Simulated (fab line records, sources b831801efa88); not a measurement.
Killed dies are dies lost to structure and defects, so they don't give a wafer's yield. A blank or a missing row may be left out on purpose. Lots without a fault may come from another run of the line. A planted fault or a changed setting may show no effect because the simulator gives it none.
Which tool did it? | flow sky130 | 9 lots, 27 wafers sampled, at 5 steps of a route of 708

WHAT THE GAUGES READ, wafer by wafer
SKY_METAL2_RS_MEAS_05: measures by four-point-probe. Usual: METAL2_ALCU_RS 0.1269 ohm/sq, standard deviation 0.0014.
lot  | measured     | on            | METAL2_ALCU_RS (ohm/sq)                   | flag
L777 | day 35 22:00 | film_metro-03 | 0.1261 0.1251 0.1257                      |
L779 | day 35 22:43 | film_metro-02 | 0.1290 0.1283 0.1286                      |
L784 | day 36 23:25 | film_metro-02 | 0.1249 0.1277 0.1287                      |
L785 | day 38 02:52 | film_metro-04 | 0.1260 0.1271 0.1283                      |
L787 | day 38 07:13 | film_metro-03 | 0.1748 0.1771 0.1758 0.1747 0.1771 0.1760 | OFF
L789 | day 39 05:12 | film_metro-02 | 0.1745 0.1742 0.1717 0.1751 0.1745 0.1715 | OFF
L793 | day 39 06:14 | film_metro-04 | 0.1251 0.1267 0.1258                      |
L797 | day 40 14:49 | film_metro-02 | 0.1278 0.1263 0.1263                      |
L795 | day 40 15:13 | film_metro-02 | 0.1275 0.1288 0.1293                      |

SKY_METAL2_THK_MEAS_06: measures by xrf. Usual: METAL2_ALCU_THK 246.5 nm, standard deviation 2.9.
lot  | measured     | on            | METAL2_ALCU_THK (nm)                | flag
L777 | day 35 22:07 | film_metro-03 | 248.6 249.0 248.9                   |
L779 | day 35 22:49 | film_metro-02 | 243.7 243.7 244.1                   |
L784 | day 36 23:32 | film_metro-02 | 249.4 244.3 244.8                   |
L785 | day 38 02:59 | film_metro-04 | 246.8 244.6 243.8                   |
L787 | day 38 12:41 | film_metro-03 | 182.2 181.4 179.6 182.2 180.6 181.6 | OFF
L789 | day 39 06:30 | film_metro-02 | 182.8 182.1 185.3 181.1 183.3 185.8 | OFF
L793 | day 39 06:22 | film_metro-04 | 249.4 247.2 248.6                   |
L797 | day 40 14:55 | film_metro-02 | 245.4 247.9 246.9                   |
L795 | day 40 15:20 | film_metro-02 | 245.4 241.7 242.5                   |

WHICH TOOL RAN EACH LOT (tool, then ch and the chambers of the sampled wafers, then the start)
lot  | SKY_VIA1_ETCH_14                   | SKY_METAL2_SPUTTER_02        | SKY_METAL2_SPUTTER_03
L777 | rie_diel-03 ch 0,2,3, day 35 20:31 | pvd_sputter-04, day 35 21:53 | pvd_sputter-04, day 35 21:55
L779 | rie_diel-04 ch 2,3, day 35 21:14   | pvd_sputter-04, day 35 22:36 | pvd_sputter-04, day 35 22:37
L784 | rie_diel-03 ch 2,3, day 36 21:58   | pvd_sputter-02, day 36 23:20 | pvd_sputter-02, day 36 23:21
L785 | rie_diel-03 ch 0,2, day 38 01:20   | pvd_sputter-04, day 38 02:47 | pvd_sputter-04, day 38 02:48
L787 | rie_diel-03 ch 0,3, day 38 05:38   | pvd_sputter-04, day 38 07:08 | pvd_sputter-04, day 38 07:10
L789 | rie_diel-04 ch 0,2, day 39 02:55   | pvd_sputter-04, day 39 05:07 | pvd_sputter-04, day 39 05:08
L793 | rie_diel-04 ch 1,2,3, day 39 04:47 | pvd_sputter-01, day 39 06:09 | pvd_sputter-01, day 39 06:10
L797 | rie_diel-03 ch 1,2, day 40 11:38   | pvd_sputter-01, day 40 14:40 | pvd_sputter-01, day 40 14:42
L795 | rie_diel-03 ch 1,2, day 40 12:25   | pvd_sputter-01, day 40 15:06 | pvd_sputter-01, day 40 15:08
- SKY_VIA1_ETCH_14: etches BARC in N2/H2, stops on SiO2, time 45.9 s, target depth 60 nm.
- SKY_METAL2_SPUTTER_02: material AlCu, target thk 250 nm, time 13.3 s.
- SKY_METAL2_SPUTTER_03: material Ti, target thk 5 nm, time 3.3 s.

WHAT THE TOOLS THEMSELVES READ (means of the sampled wafers that have a number; where no wafer has one, the mark that the record gives instead)
SKY_VIA1_ETCH_14. Usual: bias_w 99.98 W, standard deviation 0.29; drypump_motor_current_A 5.73 A, standard deviation 0.27; oes_product_au 0.855 a.u., standard deviation 0.0043; throttle_valve_pct 13.225 %, standard deviation 0.0084.
lot  | tool        | bias_w (W) | drypump_motor_current_A (A) | oes_product_au (a.u.) | throttle_valve_pct (%) | flag
L777 | rie_diel-03 | 100.00     | 5.63                        | 0.855                 | 13.233                 |
L779 | rie_diel-04 | 100.06     | 5.94                        | 0.855                 | 13.218                 |
L784 | rie_diel-03 | 99.83      | 5.66                        | 0.857                 | 13.228                 |
L785 | rie_diel-03 | 100.04     | 5.50                        | 0.854                 | 13.223                 |
L787 | rie_diel-03 | 99.99      | 5.77                        | 0.856                 | 13.220                 |
L789 | rie_diel-04 | 99.67      | 6.01                        | 0.861                 | 13.227                 |
L793 | rie_diel-04 | 99.99      | 5.83                        | 0.857                 | 13.222                 |
L797 | rie_diel-03 | 100.47     | 5.54                        | 0.856                 | 13.215                 |
L795 | rie_diel-03 | 99.86      | 5.47                        | 0.851                 | 13.229                 |

SKY_METAL2_SPUTTER_02. Usual: throttle_valve_pct 30.1 %, standard deviation 1.2.
lot  | tool           | throttle_valve_pct (%) | flag
L777 | pvd_sputter-04 | 29.4                   |
L779 | pvd_sputter-04 | 28.8                   |
L784 | pvd_sputter-02 | 30.0                   |
L785 | pvd_sputter-04 | 29.4                   |
L787 | pvd_sputter-04 | 29.9                   |
L789 | pvd_sputter-04 | 29.9                   |
L793 | pvd_sputter-01 | 29.1                   |
L797 | pvd_sputter-01 | 29.0                   |
L795 | pvd_sputter-01 | 29.1                   |

SKY_METAL2_SPUTTER_03. Usual: throttle_valve_pct 30.1 %, standard deviation 1.2.
lot  | tool           | throttle_valve_pct (%) | flag
L777 | pvd_sputter-04 | 29.3                   |
L779 | pvd_sputter-04 | 28.8                   |
L784 | pvd_sputter-02 | 29.9                   |
L785 | pvd_sputter-04 | 29.2                   |
L787 | pvd_sputter-04 | 29.9                   |
L789 | pvd_sputter-04 | 29.8                   |
L793 | pvd_sputter-01 | 29.1                   |
L797 | pvd_sputter-01 | 28.9                   |
L795 | pvd_sputter-01 | 28.9                   |

THE ANSWER, worked out from the rows above alone
Rule: a lot is off if the mean of its wafers that have a number lies more than 3 standard deviations from the usual mean. A lot without any number at a reading at which 4 lots or more have one is off too. The other lots that the step has rows for count as sound. The gauges are gone through in route order, then the tools' own readings, and for those a lot's mean is taken as printed above. The first step at which some lot is off is used, and at that step the reading that is off furthest; a lot without a number counts as furthest.
Off: L787, L789, at SKY_METAL2_RS_MEAS_05 (METAL2_ALCU_RS).
A tool fits if, at a process step before that reading, it ran every lot that is off, and no sound lot after the first of them. The gauges at SKY_METAL2_RS_MEAS_05 are tried like those tools. One fits: pvd_sputter-04 at SKY_METAL2_SPUTTER_02 and SKY_METAL2_SPUTTER_03. At SKY_METAL2_SPUTTER_02 its last sound lot is L785 (day 38 02:47), its first lot that is off L787 (day 38 07:08): a fault that began between those two fits.

WHAT THE SIMULATOR HAD PUT IN
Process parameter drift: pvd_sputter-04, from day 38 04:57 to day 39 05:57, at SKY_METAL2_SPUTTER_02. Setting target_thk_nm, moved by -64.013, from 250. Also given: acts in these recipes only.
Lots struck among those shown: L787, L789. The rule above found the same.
